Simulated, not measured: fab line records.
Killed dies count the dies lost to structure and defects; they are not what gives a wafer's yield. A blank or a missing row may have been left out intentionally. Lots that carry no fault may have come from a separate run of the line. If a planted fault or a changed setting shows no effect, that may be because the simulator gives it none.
2 desks looking at one fault | flow sky130 | each desk has only its own numbers; what lay behind them comes last

== FROM THE METROLOGY DESK ==
Means of the sampled wafers that have a number, per lot and without regard to the tool the lot ran on: this is what the gauges read. Marked OUT: a lot whose mean sits more than 4 standard deviations from the usual mean, which makes it out of limits; the brackets give that distance.
Columns: A = METAL1_OVL at SKY_METAL1_OVL_MEAS_16, usual -2 nm; B = VIA2_HDPCVD_THK at SKY_VIA2_THK_MEAS_01, usual 1191 nm
lot  | first seen here | A  | B
L781 | day 33 15:44    | -2 | 1183
L783 | day 34 07:35    | -8 | 1196
L784 | day 34 16:11    | 1  | 1197
L785 | day 34 21:48    | -5 | 1198
L789 | day 36 08:30    | -3 | 1190
L791 | day 36 16:33    | -5 | 1184
L795 | day 39 15:32    | -1 | 1245 (+4.9) OUT
L797 | day 39 16:14    | -3 | 1246 (+5.0) OUT
L799 | day 39 16:19    | -8 | 1181
L801 | day 39 18:27    | 1  | 1207
L800 | day 39 21:33    | -3 | 1168
This desk's finding: out of limits on L795, L797; first on L795, day 41 19:11 (VIA2_HDPCVD_THK at SKY_VIA2_THK_MEAS_01). In limits: L781, L783, L784, L785, L789, L791, L799, L801, L800.

== TOOL OWNER'S DESK, hdpcvd-02 ==
The tool's own readings at SKY_VIA2_HDPCVD_00 (deposits SiO2, target thk 1180 nm, time 196.7 s): means of the sampled wafers that have a number, for each lot that ran on this tool. Marked OUT: a lot whose mean sits more than 4 standard deviations from the usual mean, which makes it out of limits; the brackets give that distance.
Columns: A = run_length_s at SKY_VIA2_HDPCVD_00, usual 224.6 s
lot  | first seen here | A
L781 | day 36 01:29    | 224.9
L783 | day 36 16:27    | 224.5
L784 | day 37 00:46    | 224.1
L785 | day 37 06:55    | 224.8
L789 | day 38 17:07    | 224.2
L795 | day 41 19:04    | 232.4 (+13) OUT
L797 | day 41 20:11    | 232.7 (+14) OUT
L799 | day 41 20:43    | 225.1
Finding of this desk: L795, L797 out of limits; the first was L795 at day 41 19:04, on run_length_s at SKY_VIA2_HDPCVD_00. In limits: L781, L783, L784, L785, L789, L799.

== PUT TOGETHER ==
The tool owner's desk could have raised an alarm at day 41 19:04, on L795, L797.
The metrology desk could have raised an alarm at day 41 19:11, on L795, L797.
Of the lots named, all ran SKY_VIA2_HDPCVD_00 on hdpcvd-02.

== WHAT THE SIMULATOR PUT IN ==
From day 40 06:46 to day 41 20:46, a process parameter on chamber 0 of hdpcvd-02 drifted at SKY_VIA2_HDPCVD_00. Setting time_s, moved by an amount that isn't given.
Struck lots among those shown: L795, L797.
Time in hours from fault onset to the first out-of-limits reading at each desk: tool owner's desk 36, metrology desk 36.
